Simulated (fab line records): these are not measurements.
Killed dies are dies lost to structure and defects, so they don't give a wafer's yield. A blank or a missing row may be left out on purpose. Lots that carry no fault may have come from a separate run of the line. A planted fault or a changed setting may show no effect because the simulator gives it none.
One fault through the eyes of 2 desks / flow sky130 / each desk has only its own numbers; what lay behind them comes last

== AT THE TOOL OWNER'S DESK: pvd-sputter-03 ==
The tool's own readings at SKY_METAL5_SPUTTER_03 (material Ti, target thk 5 nm, time 3.3 s): means of the sampled wafers that have a number, for each lot that ran on this tool. Any lot whose mean is over 4 standard deviations away from the usual mean is out of limits and marked OUT; that distance is given in the brackets.
Columns: A = throttle-valve-pct at SKY_METAL5_SPUTTER_03, usual 30.2 %
lot=L250; first seen here=day 44 06:27; A=30.6
lot=L251; first seen here=day 44 15:07; A=30.2
lot=L254; first seen here=day 45 19:25; A=30.2
lot=L255; first seen here=day 46 12:04; A=30.4
lot=L264; first seen here=day 47 22:15; A=30.7
Finding of this desk: none of the 5 lots has anything out of limits.

== FROM THE METROLOGY DESK ==
Lot by lot, what the gauges showed, no matter which tool ran the lot: averages of those sampled wafers that carry a number. Any lot whose mean is over 4 standard deviations away from the usual mean is out of limits and marked OUT; that distance is given in the brackets.
Columns: A = CAP2M_CVD_00_THK at SKY_CAP2M_THK_MEAS_01, usual 15.47 nm
lot=L249; first seen here=day 40 23:15; A=15.45
lot=L250; first seen here=day 41 03:02; A=15.51
lot=L251; first seen here=day 41 13:24; A=15.51
lot=L252; first seen here=day 41 19:04; A=15.72
lot=L254; first seen here=day 42 19:02; A=15.55
lot=L255; first seen here=day 43 13:23; A=15.41
lot=L256; first seen here=day 43 14:53; A=15.40
lot=L257; first seen here=day 43 17:59; A=15.43
lot=L259; first seen here=day 44 00:57; A=15.41
lot=L264; first seen here=day 45 03:10; A=15.56
lot=L266; first seen here=day 45 10:14; A=15.23
lot=L270; first seen here=day 46 12:25; A=15.20
Finding of this desk: none of the 12 lots has anything out of limits.

== ALL TOGETHER ==
The tool owner's desk saw nothing out of limits.
From the metrology desk's view, nothing was out of limits.

== WHAT THE SIMULATOR HAD INSERTED ==
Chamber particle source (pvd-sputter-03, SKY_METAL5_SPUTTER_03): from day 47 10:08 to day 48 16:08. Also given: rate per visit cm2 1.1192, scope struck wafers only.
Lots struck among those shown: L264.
